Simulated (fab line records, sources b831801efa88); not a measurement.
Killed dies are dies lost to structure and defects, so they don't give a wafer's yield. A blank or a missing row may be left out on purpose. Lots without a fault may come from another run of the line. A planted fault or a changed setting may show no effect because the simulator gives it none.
fab line records | flow sky130
record lots=12 wafers=36 last_day=50
route steps=708 shown VIA3@587 CAP2M@603 PAD_OPEN@708
lots that met no fault: from a run of the same line without faults
start_h: hours from the record's first day to the start of the lot's first wafer shown | wait_h: hours since the lot's step before | " the same as in the row above | L1.1+2: a row that stands for several wafers | - no value, or no start given | * or withheld: withheld | < > ~ a bound
route shown NAME@n: a module of which the file shows steps, and the number in the route of the first | usual: mean/standard deviation of fault-free wafers | same: alike in all rows | chamber/n: place in a boat | sites: the reading at each site | _std_site: their standard deviation | _edge_site: outer sites' mean less inner sites' | radius_mm: how far each site lies from the wafer's centre | mask NAME#n: copy n | behind: the tool/chamber that last shaped the wafer | hold: why the lot was held/for how many hours/how that ended | device: the transistor (n, p or np) that didn't switch | end of line: the same wafers' tests at the end of the route | a step without rows: its recipe alone | killed: dies lost to structure and defects at the first sort, not the wafer's yield | map: a wafer's dies, x killed, . not, _ none there
set.NAME: the setting as run; set.NAME@STEP: as run at that earlier step | model.NAME: the simulator's own value behind a step, which no gauge read
steps of the route over a sample of lots; a table a step, a row a wafer
services: from which hour (start_h, from the record's first day; less than 0 if before it) a tool's chamber was out of use, for how many hours, and why
## steps
# step SKY_VIA3_ETCH_14
# recipe chemistry=N2/H2 target=BARC ion_energy_ev=200 source_w=500 bias_w=100 pressure_mtorr=30 n2_flow_sccm=100 h2_flow_sccm=200 stop_on=SiO2 time_s=45.9 target_depth_a=600
# usual bias_w=100.0/0.31 drypump_motor_current_A=5.8/0.47 oes_product_au=0.855/0.0047 rf_fwd_power_W=494.4/2.2 throttle_valve_pct=13.225/0.0091
# columns lot.wafer tool chamber start_h wait_h bias_w drypump_motor_current_A oes_product_au rf_fwd_power_W rf_hours_counter_h throttle_valve_pct
L107.1 rie_diel-04 2 896.32 0.0 99.6 5.9 0.862 494.4 18 13.235
L107.4 " 3 " " 99.9 6.5 0.855 493.7 13 13.227
L107.6 " 3 " " 99.7 6.5 0.851 494.7 - 13.247
L110.1 rie_diel-04 1 963.53 0.0 100.0 5.5 0.867 492.4 16 13.243
L110.4 " 0 " " 99.9 6.0 0.863 495.6 - 13.248
L110.5 " 3 " " 100.7 6.5 0.856 494.9 - 13.222
L114.2 rie_diel-04 3 990.52 0.0 100.2 6.5 0.857 493.3 15 13.236
L114.5 " 1 " " 100.5 5.5 0.851 490.6 - 13.225
L114.6 " 2 " " 99.6 5.8 0.844 496.6 - 13.236
L116.1 rie_diel-01 0 1006.02 0.0 99.7 5.4 0.857 497.7 6 13.209
L116.5 " 0 " " 99.7 5.4 0.860 495.5 - 13.214
L116.6 " 1 " " 100.0 4.9 0.854 493.9 - 13.218
L117.1 rie_diel-01 2 1012.42 0.0 99.9 6.2 0.859 494.6 13 13.225
L117.3 " 1 " " 99.5 4.9 0.860 497.4 22 13.236
L117.5 " 2 " " 99.5 6.2 0.858 493.4 - 13.221
L122.3 rie_diel-01 1 1056.68 0.0 102.0 4.9 0.851 499.2 24 13.227
L122.4 " 3 " " 102.6 6.5 0.854 495.8 16 13.218
L122.6 " 3 " " 102.7 6.5 0.850 493.4 - 13.226
L121.1 rie_diel-01 3 1059.16 0.0 102.6 6.4 0.857 493.2 16 13.217
L121.3 " 2 " " 102.8 6.2 0.855 493.8 15 13.219
L121.5 " 3 " " 102.6 6.5 0.852 492.9 - 13.243
L124.2 rie_diel-01 3 1061.11 0.0 102.5 6.5 0.859 492.8 16 13.221
L124.3 " 0 " " 102.6 5.4 0.853 499.0 7 13.213
L124.4 " 1 " " 102.6 4.9 0.847 496.4 24 13.217
L127.1 rie_diel-02 1 1075.13 0.0 100.2 6.2 0.858 491.8 23 13.227
L127.4 " 0 " " 100.2 5.1 0.856 495.7 17 13.209
L127.6 " 3 " " 99.5 5.9 0.854 493.8 - 13.231
L128.2 rie_diel-02 3 1090.46 0.0 100.6 5.9 0.855 493.5 19 13.212
L128.3 " 0 " " 99.5 5.1 0.856 497.4 18 13.197
L128.6 " 1 " " 100.1 6.2 0.854 492.1 - 13.227
L129.1 rie_diel-02 0 1092.86 0.0 100.0 5.1 0.854 494.4 18 13.225
L129.5 " 2 " " 99.6 5.6 0.849 492.4 - 13.226
L129.6 " 3 " " 99.8 5.9 0.861 494.3 - 13.232
L130.1 rie_diel-04 3 1096.98 0.0 100.2 6.4 0.857 494.5 19 13.220
L130.4 " 1 " " 99.9 5.5 0.854 491.6 20 13.220
L130.6 " 0 " " 100.1 6.0 0.861 491.9 - 13.225
# step SKY_VIA3_SPUTTER_20
# recipe material=TiN target_thk_nm=20 chamber_pressure_pa=5 power_w=4000 time_s=80
# usual throttle_valve_pct=30.1/1.2
# columns lot.wafer tool chamber start_h wait_h throttle_valve_pct
L107.1 pvd_sputter-04 - 897.01 0.0 31.3
L107.4 " - " " 29.9
L107.6 " - " " 29.5
L110.1 pvd_sputter-04 - 964.26 0.0 31.2
L110.4 " - " " 29.5
L110.5 " - " " 29.3
L114.2 pvd_sputter-04 - 991.27 0.0 30.9
L114.5 " - " " 30.1
L114.6 " - " " 29.1
L116.1 pvd_sputter-01 - 1006.78 0.0 32.5
L116.5 " - " " 29.7
L116.6 " - " " 28.7
L117.1 pvd_sputter-01 - 1013.22 0.0 30.2
L117.3 " - " " 32.7
L117.5 " - " " 32.9
L122.3 pvd_sputter-01 - 1057.37 0.0 32.9
L122.4 " - " " 30.5
L122.6 " - " " 30.2
L121.1 pvd_sputter-03 - 1059.85 0.0 29.8
L121.3 " - " " 30.9
L121.5 " - " " 29.1
L124.2 pvd_sputter-01 - 1061.80 0.0 28.7
L124.3 " - " " 30.3
L124.4 " - " " 32.5
L127.1 pvd_sputter-01 - 1075.82 0.0 28.5
L127.4 " - " " 30.4
L127.6 " - " " 33.0
L128.2 pvd_sputter-01 - 1091.18 0.0 33.1
L128.3 " - " " 29.8
L128.6 " - " " 32.9
L129.1 pvd_sputter-01 - 1093.56 0.0 28.4
L129.5 " - " " 30.2
L129.6 " - " " 32.8
L130.1 pvd_sputter-01 - 1097.67 0.0 32.6
L130.4 " - " " 30.3
L130.6 " - " " 28.6
# step SKY_CAP2M_CVD_00
# recipe material=SiO2 target_thk_nm=15.5 temp_c=400 time_s=withheld rf_w=450
# usual heater_power_w=749/99 rf_fwd_power_W=440.4/2
# columns lot.wafer tool chamber start_h wait_h heater_power_w rf_fwd_power_W
L107.1 pecvd-01 2 897.83 0.0 612 439.1
L107.4 " 1 " " 981 441.8
L107.6 " 0 " " 628 439.0
L110.1 pecvd-03 1 965.08 0.0 700 442.7
L110.4 " 2 " " 849 441.0
L110.5 " 0 " " 858 441.5
L114.2 pecvd-04 0 992.09 0.0 687 439.8
L114.5 " 1 " " 705 440.0
L114.6 " 2 " " 676 438.0
L116.1 pecvd-01 1 1007.60 0.0 921 441.3
L116.5 " 2 " " 707 440.1
L116.6 " 1 " " 886 441.2
L117.1 pecvd-03 2 1014.04 0.0 853 438.5
L117.3 " 1 " " 665 443.8
L117.5 " 2 " " 839 439.9
L122.3 pecvd-03 0 1058.19 0.0 806 440.9
L122.4 " 1 " " 555 443.5
L122.6 " 2 " " 819 438.2
L121.1 pecvd-03 0 1060.67 0.0 832 436.9
L121.3 " 2 " " 873 439.2
L121.5 " 2 " " 867 438.6
L124.2 pecvd-04 0 1062.63 0.0 731 438.8
L124.3 " 1 " " 741 440.5
L124.4 " 0 " " 701 439.5
L127.1 pecvd-03 1 1076.64 0.0 685 445.4
L127.4 " 2 " " 759 438.3
L127.6 " 1 " " 685 444.3
L128.2 pecvd-03 2 1092.00 0.0 829 439.8
L128.3 " 1 " " 681 443.5
L128.6 " 2 " " 828 438.6
L129.1 pecvd-04 0 1094.38 0.0 582 440.1
L129.5 " 1 " " 829 436.2
L129.6 " 0 " " 576 439.3
L130.1 pecvd-03 0 1098.51 0.0 813 439.7
L130.4 " 0 " " 799 438.1
L130.6 " 2 " " 833 438.6
# step SKY_CAP2M_THK_MEAS_01
# recipe reads=SiO2_of_CAP2M_CVD_00
# usual CAP2M_CVD_00_THK=15.44/0.2
# columns lot.wafer tool chamber start_h wait_h CAP2M_CVD_00_THK[nm]
L107.1 film_metro-02 - 897.85 - 15.51
L107.4 " - " " 15.73
L107.6 " - " " 15.70
L110.1 film_metro-02 - 965.10 - 15.29
L110.4 " - " " 15.47
L110.5 " - " " 15.66
L114.2 film_metro-02 - 992.12 - 15.67
L114.5 " - " " 15.55
L114.6 " - " " 15.56
L116.1 film_metro-04 - 1007.62 - 15.23
L116.5 " - " " 15.43
L116.6 " - " " 15.66
L117.1 film_metro-01 - 1014.06 - 15.41
L117.3 " - " " 15.70
L117.5 " - " " 15.56
L122.3 film_metro-01 - 1058.23 - 15.23
L122.4 " - " " 15.68
L122.6 " - " " 15.35
L121.1 film_metro-01 - 1060.69 - 15.04
L121.3 " - " " 15.40
L121.5 " - " " 15.53
L124.2 film_metro-04 - 1062.67 - 15.03
L124.3 " - " " 15.14
L124.4 " - " " 15.36
L127.1 film_metro-02 - 1076.66 - 15.22
L127.4 " - " " 15.49
L127.6 " - " " 15.40
L128.2 film_metro-01 - 1092.03 - 15.25
L128.3 " - " " 15.27
L128.6 " - " " 15.66
L129.1 film_metro-04 - 1094.40 - 15.30
L129.5 " - " " 15.80
L129.6 " - " " 15.67
L130.1 film_metro-04 - 1098.54 - 15.01
L130.4 " - " " 15.42
L130.6 " - " " 15.60
# step SKY_PAD_OPEN_PROBE_99
# usual defect_limited_yield=82.5/1.8 killed_at_M0_to_M3=43/6.6 killed_at_M4_up=3.2/1.8 killed_at_contacts=24/5 killed_at_front_end=15/4.5 killed_at_other=0.2/0.46 killed_dies=86/8.8 killed_open=48/6.6 killed_short=38/6.1 sort_bin_3_pad_short=0.8/0.42 sort_bin_5_function=10.4/1.4 sort_bin_6_memory=6.3/1 sort_n_pass=406/8.8 sort_yield_pct=82.5/1.8
# same gross_dies=492 killed_at_back_side=0 sort_bin_4_leakage[%]=0 sort_bin_8_speed[%]=0
# columns lot.wafer tool chamber start_h wait_h defect_limited_yield[%] killed_at_M0_to_M3 killed_at_M4_up killed_at_contacts killed_at_front_end killed_at_other killed_dies killed_open killed_short sort_bin_3_pad_short[%] sort_bin_5_function[%] sort_bin_6_memory[%] sort_n_pass sort_yield_pct[%]
L110.1 prober-01 - 1106.04 0.1 82.5 44 4 21 17 0 86 51 35 0.4 10.0 7.1 406 82.5
L110.4 prober-01 - 1106.19 0.2 82.9 51 3 18 12 0 84 39 45 1.0 11.0 5.1 408 82.9
L110.5 prober-01 - 1106.24 0.2 83.7 37 4 22 17 0 80 42 38 0.2 10.0 6.1 412 83.7
L116.1 prober-02 - 1139.79 0.1 82.3 41 1 31 13 1 87 53 34 0.8 10.0 6.9 405 82.3
L116.5 prober-02 - 1139.99 0.2 83.5 39 2 23 17 0 81 38 43 0.6 10.6 5.3 411 83.5
L116.6 prober-02 - 1140.04 0.2 83.9 35 5 24 15 0 79 50 29 0.8 8.3 6.9 413 83.9
L117.1 prober-01 - 1146.39 0.1 78.5 55 1 24 25 1 106 61 45 0.8 12.6 8.1 386 78.5
L117.3 prober-01 - 1146.49 0.2 81.9 36 1 30 22 0 89 50 39 0.4 11.6 6.1 403 81.9
L117.5 prober-01 - 1146.59 0.2 80.5 44 5 32 15 0 96 56 40 0.2 13.4 5.9 396 80.5
L122.3 prober-01 - 1181.68 0.2 86.2 28 3 22 15 0 68 29 39 1.4 8.3 4.1 424 86.2
L122.4 prober-01 - 1181.73 0.2 80.5 35 0 36 25 0 96 53 43 0.6 12.2 6.7 396 80.5
L122.6 prober-01 - 1181.83 0.2 87.6 31 5 16 9 0 61 33 28 1.4 6.7 4.3 431 87.6
L121.1 prober-01 - 1183.26 0.1 82.9 51 1 24 8 0 84 46 38 0.6 10.6 5.9 408 82.9
L121.3 prober-01 - 1183.36 0.2 79.1 52 3 30 18 0 103 52 51 2.0 12.0 6.9 389 79.1
L121.5 prober-01 - 1183.46 0.2 81.1 49 4 29 11 0 93 60 33 1.2 11.2 6.5 399 81.1
# killed by level:class
L110.1 VIA1:geometric_particle:open=13 VIA2:geometric_particle:open=7 LI_CONTACT:geometric_particle:open=6 CONTACT:geometric_particle:open=6 FIELD_ISO:geometric_particle:open=5 POLY_GATE:geometric_particle:open=5 CONTACT:geometric_particle:short=5 METAL1:geometric_particle:short=5
L110.4 VIA1:geometric_particle:open=11 VIA3:geometric_particle:open=8 VIA1:geometric_particle:short=7 CONTACT:geometric_particle:open=6 METAL2:geometric_particle:short=5 VIA3:geometric_particle:short=5 FIELD_ISO:geometric_particle:short=4 POLY_GATE:geometric_particle:short=4
L110.5 CONTACT:geometric_particle:open=8 VIA1:geometric_particle:open=8 VIA3:geometric_particle:open=8 FIELD_ISO:geometric_particle:short=5 METAL2:geometric_particle:short=5 VIA2:geometric_particle:open=5 POLY_GATE:geometric_particle:open=4 CONTACT:geometric_particle:short=4
L116.1 LI_CONTACT:geometric_particle:open=11 VIA1:geometric_particle:open=11 VIA2:geometric_particle:open=9 CONTACT:geometric_particle:short=8 CONTACT:geometric_particle:open=6 METAL2:geometric_particle:short=6 VIA3:geometric_particle:open=5 FIELD_ISO:geometric_particle:open=4
L116.5 VIA1:geometric_particle:open=9 CONTACT:geometric_particle:open=7 VIA2:geometric_particle:open=7 FIELD_ISO:geometric_particle:short=6 LOCAL_INTERCONNECT:geometric_particle:short=6 VIA3:geometric_particle:open=6 CONTACT:geometric_particle:short=5 METAL1:geometric_particle:short=5
L116.6 CONTACT:geometric_particle:open=11 VIA3:geometric_particle:open=9 VIA1:geometric_particle:open=8 LOCAL_INTERCONNECT:geometric_particle:short=7 VIA2:geometric_particle:open=6 SPACER:geometric_particle:short=5 FIELD_ISO:geometric_particle:open=4 LI_CONTACT:geometric_particle:open=4
L117.1 VIA1:geometric_particle:open=15 VIA2:geometric_particle:open=9 CONTACT:geometric_particle:open=8 VIA3:geometric_particle:open=7 FIELD_ISO:geometric_particle:open=5 FIELD_ISO:geometric_particle:short=5 POLY_GATE:geometric_particle:short=5 METAL1:geometric_particle:short=5
L117.3 CONTACT:geometric_particle:open=14 LI_CONTACT:geometric_particle:open=7 VIA1:geometric_particle:open=7 METAL2:geometric_particle:short=6 METAL1:geometric_particle:short=5 VIA2:geometric_particle:open=5 FIELD_ISO:geometric_particle:open=4 POLY_GATE:geometric_particle:open=4
L117.5 LI_CONTACT:geometric_particle:open=12 CONTACT:geometric_particle:open=12 METAL2:geometric_particle:short=11 VIA1:geometric_particle:open=8 VIA2:geometric_particle:open=7 VIA3:geometric_particle:open=5 FIELD_ISO:geometric_particle:short=4 FIELD_ISO:geometric_particle:open=4
L122.3 CONTACT:geometric_particle:open=8 CONTACT:geometric_particle:short=6 METAL2:geometric_particle:short=6 FIELD_ISO:geometric_particle:short=4 VIA1:geometric_particle:open=4 POLY_GATE:geometric_particle:short=4 LI_CONTACT:geometric_particle:open=4 VIA3:geometric_particle:open=4
L122.4 CONTACT:geometric_particle:open=14 FIELD_ISO:geometric_particle:short=9 VIA3:geometric_particle:open=9 LI_CONTACT:geometric_particle:open=8 VIA1:geometric_particle:open=8 CONTACT:geometric_particle:short=6 METAL1:geometric_particle:short=6 LOCAL_INTERCONNECT:geometric_particle:short=5
L122.6 CONTACT:geometric_particle:open=9 VIA2:geometric_particle:open=6 METAL2:geometric_particle:short=5 VIA3:geometric_particle:open=4 METAL4:geometric_particle:short=4 LI_CONTACT:geometric_particle:open=3 METAL1:geometric_particle:short=3 VIA1:geometric_particle:short=3
L121.1 CONTACT:geometric_particle:open=10 VIA1:geometric_particle:short=8 LI_CONTACT:geometric_particle:open=8 VIA1:geometric_particle:open=8 VIA2:geometric_particle:open=7 METAL1:geometric_particle:open=5 METAL1:geometric_particle:short=5 METAL2:geometric_particle:short=5
L121.3 CONTACT:geometric_particle:open=12 VIA1:geometric_particle:open=10 METAL2:geometric_particle:short=7 VIA2:geometric_particle:open=7 CONTACT:geometric_particle:short=7 VIA3:geometric_particle:open=7 VIA1:geometric_particle:short=6 POLY_GATE:geometric_particle:short=5
L121.5 CONTACT:geometric_particle:open=12 VIA2:geometric_particle:open=12 VIA1:geometric_particle:open=11 LI_CONTACT:geometric_particle:open=10 METAL1:geometric_particle:short=6 METAL2:geometric_particle:short=5 FIELD_ISO:geometric_particle:open=4 POLY_GATE:geometric_particle:open=4
## services
# columns tool chamber start_h hours kind
pecvd-01 2 884.07 8.2 repair
pecvd-04 - 916.87 0.4 repair
rie_diel-04 - 924.58 14.6 pm
pecvd-03 - 937.80 1.1 repair
rie_diel-04 1 942.26 2.4 repair
rie_diel-01 0 943.99 6.9 repair
pvd_sputter-04 - 945.82 4.4 repair
rie_diel-04 2 960.06 7.6 repair
pvd_sputter-04 - 962.53 1.0 repair
pecvd-01 - 964.53 5.5 pm
rie_diel-01 - 971.53 2.8 pm
pecvd-01 2 973.75 7.8 repair
pvd_sputter-03 - 977.65 3.0 repair
pvd_sputter-04 - 1006.43 4.6 repair
pecvd-04 - 1010.45 5.5 pm
rie_diel-02 - 1016.33 2.8 pm
pecvd-03 2 1025.95 5.5 scheduled_down
rie_diel-01 3 1032.83 9.1 repair
rie_diel-01 - 1034.31 6.4 repair
pecvd-03 - 1051.53 2.8 pm
pvd_sputter-04 - 1058.58 2.6 repair
pecvd-04 2 1062.23 22.9 repair
pvd_sputter-04 - 1064.15 0.6 repair
rie_diel-02 3 1081.34 4.4 repair
## key
first_sign step=SKY_VIA3_ETCH_14 reading=bias_w direction=up sigmas=8.3 usual=100.0 struck=102.6
effect none on later readings
met_at SKY_VIA3_ETCH_14
struck_lots L121,L122,L124
not_acting_at SKY_VIA3_SPUTTER_20,SKY_CAP2M_CVD_00,SKY_CAP2M_THK_MEAS_01
onset_between 1012.42 1056.68
fault kind=process_parameter_drift tool=rie_diel-01 chamber=- onset_h=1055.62 steps=SKY_VIA3_ETCH_14 channel=bias_w offset=2.6858 shape=step end_h=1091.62 acts_in=these_recipes_only stated=100
